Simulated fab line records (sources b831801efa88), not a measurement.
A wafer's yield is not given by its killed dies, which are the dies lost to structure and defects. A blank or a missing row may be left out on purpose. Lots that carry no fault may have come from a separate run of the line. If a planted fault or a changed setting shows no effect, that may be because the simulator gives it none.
Which tool did it?	flow gf180mcu	33 wafers from 11 lots sampled at 3 of the route's 602 steps

WHAT EACH GAUGE READ, for each wafer
GF_PSD_RS_MEAS_14: measures by four-point-probe.
lot	measured	on	NSD_RS (ohm/sq)
L196	day 14 03:47	film metro-04	46.22 45.92 46.16
L198	day 15 00:16	film metro-04	46.07 46.08 46.11
L199	day 15 06:40	film metro-04	46.02 46.13 46.19
L200	day 15 15:11	film metro-02	46.11 46.14 46.21
L201	day 15 20:57	film metro-03	46.84 46.72 46.68
L202	day 16 09:43	film metro-04	46.74 46.84 46.68
L212	day 19 19:32	film metro-02	46.06 46.34 46.11
L215	day 21 05:41	film metro-03	46.20 46.17 46.22
L217	day 21 16:46	film metro-03	46.24 46.20 46.21
L219	day 22 10:44	film metro-03	46.01 46.03 46.00
L218	day 22 11:02	film metro-02	46.25 46.18 46.33

WHAT TOOL EACH LOT RAN ON (gives the tool, then ch and the chambers of the sampled wafers, and finally the start)
lot	GF_NSD_IMPLANT_09	GF_NSD_STRIP_11
L196	implanter-01 ch 0, day 13 07:01	plasma asher-01 ch 0,1, day 13 07:17
L198	implanter-03 ch 0, day 14 02:34	plasma asher-01 ch 0,1, day 14 02:50
L199	implanter-02 ch 0, day 14 08:50	plasma asher-03 ch 0,1, day 14 09:05
L200	implanter-02 ch 0, day 14 16:44	plasma asher-01 ch 0,1, day 14 17:02
L201	implanter-02 ch 0, day 14 22:55	plasma asher-04 ch 0,1, day 14 23:13
L202	implanter-02 ch 0, day 15 10:43	plasma asher-04 ch 0,1, day 15 10:59
L212	implanter-01 ch 0, day 18 18:33	plasma asher-04 ch 0,1, day 18 18:50
L215	implanter-02 ch 0, day 20 05:46	plasma asher-01 ch 0, day 20 06:04
L217	implanter-02 ch 0, day 20 16:52	plasma asher-03 ch 0,1, day 20 17:09
L219	implanter-02 ch 0, day 21 10:09	plasma asher-01 ch 0,1, day 21 10:27
L218	implanter-03 ch 0, day 21 10:21	plasma asher-04 ch 0,1, day 21 10:39
- GF_NSD_IMPLANT_09
- GF_NSD_STRIP_11: strips in O2/N2.

THE ANSWER, worked out from the rows above alone
Rule: the lots themselves supply what counts as usual. Put in order of their means at a reading, lots are off if they are a third of the lots or fewer, leave a main group of 4 or more, and stand apart from it by a gap of 3 or more times the standard deviation of the main group's means; of several such gaps the widest counts. A main group is skipped when, at the precision printed for the reading in the tables above, its means are all equal. A lot without any number at a reading at which 4 lots or more have one is off too. The other lots that the step has rows for count as sound.
Off: L201, L202, at GF_PSD_RS_MEAS_14 (NSD_RS). Mean 46.14 ohm/sq and standard deviation 0.07 in the main group.
A tool fits if, at a process step before that reading, it ran every lot that is off, and no sound lot after the first of them. Gauges at GF_PSD_RS_MEAS_14: tried the same way as those tools. None of those tried fits.

WHAT THE SIMULATOR PUT IN
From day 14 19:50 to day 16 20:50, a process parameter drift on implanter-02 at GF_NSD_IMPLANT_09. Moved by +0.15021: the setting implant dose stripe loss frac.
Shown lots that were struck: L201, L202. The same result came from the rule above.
